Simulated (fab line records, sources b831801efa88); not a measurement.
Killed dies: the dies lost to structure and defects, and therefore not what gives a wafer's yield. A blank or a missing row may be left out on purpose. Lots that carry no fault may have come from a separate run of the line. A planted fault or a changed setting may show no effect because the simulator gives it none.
Problem report, 8D (eight disciplines) form, completed by code ; flow sky130 ; the parts of the form that need people (team, actions taken, sign-off) are left out

== 1. THE PROBLEM ==
spin_speed_rpm at SKY_LOCAL_INTERCONNECT_COAT_06 reads a mean of 3238.5 rpm on 9 wafers of 3 lots; wafers without a fault read 3000.0 rpm with a standard deviation of 2.1. So: +99 or more standard deviations from the usual mean.
The step: resist thk 450 nm.
First seen on wafer L861.1, day 32 15:00, on litho_track-04. Wafers with a number at this step in the record: 39, from 13 lots. By rule, "out" or "out of limits" means more than 4 standard deviations away from the usual mean. All remaining wafers that have a number are taken as sound.

== 2. WHAT IT IS, AND WHAT IT ISN'T ==
question;is;is not
which readings at this step;spin_speed_rpm;-
which lots;L861, L862, L863;L852, L854, L856, L865, L867, L868, L869, L872, L873, L874
which wafers of those lots;all that have a number;-
read on which tools;litho_track-04;litho_track-01, litho_track-03
when;from day 32 15:00;"up to then (9 sound wafers); but 21 sound wafers of L865, L867, L868, L869, L872, L873, L874 came after"

== 3. WHAT RULES OUT EACH SUSPECT ==
Counting: a tool at a process step up to the reading stays a suspect if it ran every lot that is out and no sound lot after the first of them.
- litho_track-04 at SKY_LOCAL_INTERCONNECT_COAT_06 (resist thk 450 nm): ruled out as a lasting fault. The sound lots L874 went through it after L861, its earliest lot that is out (day 32 15:00).
Left after counting: nothing in the record.

== 4. THE CAUSE (what the simulator had put in) ==
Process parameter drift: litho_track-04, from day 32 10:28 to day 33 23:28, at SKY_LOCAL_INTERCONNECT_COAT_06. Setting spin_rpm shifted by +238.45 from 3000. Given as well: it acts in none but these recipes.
Counting ruled it out, wrongly.

== 5. SEQUENCE OF EFFECTS, ordered by route ==
One row per reading whose mean, taken over the struck wafers that have a number, lies over 3 standard deviations from the usual. Only readings for which the record gives a usual standard deviation are gone through. hours: the time from each lot's start at the first step in this table that gives one to its start at this step, as a median over the lots. sigmas: the change in usual standard deviations.
hours;step;reading;usual;on struck wafers;change;sigmas
0;SKY_LOCAL_INTERCONNECT_COAT_06;spin_speed_rpm;3000.0 rpm;3238.5;+238.5;+99 or more
15;SKY_LOCAL_INTERCONNECT_STRIP_15;strip_time_to_endpoint_s;4.730 s;4.564;-0.166;-8.7
Process steps it contains:
- SKY_LOCAL_INTERCONNECT_COAT_06: resist thk 450 nm.
- SKY_LOCAL_INTERCONNECT_STRIP_15: strips in O2/N2.
At these later measuring or inspecting steps, every struck wafer for which the step has a row has a number for every such reading, and none has moved that far: SKY_CONTACT_THK_MEAS_01.

== 6. HOW IT WOULD HAVE BEEN CAUGHT EARLIER ==
In this record the first reading out of limits was taken at day 32 15:00, 5 hours after the fault began at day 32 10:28.
